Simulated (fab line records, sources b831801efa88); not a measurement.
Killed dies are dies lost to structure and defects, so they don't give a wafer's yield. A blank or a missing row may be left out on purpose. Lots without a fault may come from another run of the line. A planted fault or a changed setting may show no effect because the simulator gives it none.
A struck lot beside a sound one | flow sky130 | 15 steps out of a route of 708
Sound: wafers L363.1, L363.5, L363.6. Struck: wafers L371.1, L371.4. (L371.5 of the same lot was not struck and is left out.) The cause comes at the end.
At each step with rows: each side's tool, then ch and its chambers, then its first start. Under that, the readings that differ: sound wafers | struck wafers | difference of the means | sigmas: that difference in standard deviations of wafers without a fault.
alike: readings whose means differ by less than 2 such deviations, and words and numbers that are the same on both sides. not compared: withheld readings, readings that some wafer has no value for, bounds like >300 that may hide the same value, and numbers for which the record gives no deviation and whose values overlap.
The two part at a step that has a row with sigmas, a row that says differs or no value, or rows on one side only. Numbers that don't overlap but have no deviation are shown without sigmas and don't part them. A reading that every wafer of one side lacks parts them only if that side has two wafers or more.

first, 7 steps without rows for these wafers: SKY_METAL3_HMDS_06 (prime time 60 s); SKY_METAL3_COAT_07 (resist thk 60 nm); SKY_METAL3_COAT_08 (resist thk 1124 nm); SKY_METAL3_SOFTBAKE_09 (time 90 s); SKY_METAL3_EXPOSE_10 (exposes mask MM3, target cd 300 nm); SKY_METAL3_PEB_11; SKY_METAL3_DEVELOP_12 (develop time 60 s).
SKY_METAL3_CD_MEAS_13: target cd 300 nm.
  sound on cd_sem-01, day 39 18:58; struck on cd_sem-02, day 41 17:04
  alike: cd_nm
SKY_METAL3_OVL_MEAS_14:
  sound on overlay-01, day 39 19:05; struck on overlay-02, day 41 17:11
  alike: METAL3_OVL
SKY_METAL3_DESCUM_15: chemistry O2, time 8 s.
  sound on rie_metal-01 ch 0,1, day 39 19:08; struck on rie_metal-03 ch 0,1, day 41 17:13
  alike: drypump_motor_current_A, oes_product_au
  not compared: rf_hours_counter_h
SKY_METAL3_ETCH_16: etches BARC in N2/H2, stops on SiO2, time 88.2 s, target depth 60 nm.
  sound on rie_metal-01 ch 0,1, day 39 19:10; struck on rie_metal-03 ch 0,1, day 41 17:15
  alike: drypump_motor_current_A, oes_product_au, throttle_valve_pct
  not compared: rf_hours_counter_h
SKY_METAL3_ETCH_17: etches SiO2 in C4F8/O2/Ar, stops on TiN, time 3.9 s, target depth 15 nm.
  sound on rie_diel-03 ch 0,1,3, day 39 19:16; struck on rie_diel-03 ch 0,2, day 41 17:21
  alike: oes_product_au
SKY_METAL3_METAL_ETCH_18: etches the open film in Cl2/BCl3, stops on SiO2, target depth 845 nm, time 183.1 s.
  sound on rie_metal-02 ch 0,1, day 39 19:17; struck on rie_metal-02 ch 1, day 41 17:22
  reading                                       | sound             | struck          | difference | sigmas
  oes_product_au (a.u.)                         | 0.866 0.859 0.864 | 0.850 0.843     | -0.016     | -3
  over_etch_frac                                | 0.3 0.3 0.3       | 0.33779 0.33779 | +0.03779   |
  model.KrF-thick_of_METAL3_COAT_08.thk_nm (nm) | 522.5 505.7 522.6 | 484.7 480.9     | -34.1      |
  alike: drypump_motor_current_A, mfc_cl2_sccm, throttle_valve_pct
  not compared: rf_hours_counter_h
SKY_METAL3_STRIP_19: strips in O2/N2.
  sound on plasma_asher-01 ch 0,1, day 39 19:28; struck on plasma_asher-03 ch 1, day 41 17:33
  reading                      | sound          | struck    | difference | sigmas
  strip_time_to_endpoint_s (s) | 6.48 6.33 6.49 | 6.11 6.07 | -0.34      | -4
  alike: drypump_motor_current_A, oes_product_au
  not compared: rf_hours_counter_h
SKY_PAD_OPEN_PROBE_99:
  the record has rows for the sound wafers here (prober-02, day 46 21:16) and none for the struck ones

WHERE THEY PART
First at SKY_METAL3_METAL_ETCH_18; last, within this record, at SKY_PAD_OPEN_PROBE_99.

WHY: what the simulator had put in
Process parameter drift: rie_metal-02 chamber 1, from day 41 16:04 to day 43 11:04, at SKY_METAL3_METAL_ETCH_18. Setting over_etch_frac, moved by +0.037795, from 0.3. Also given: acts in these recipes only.
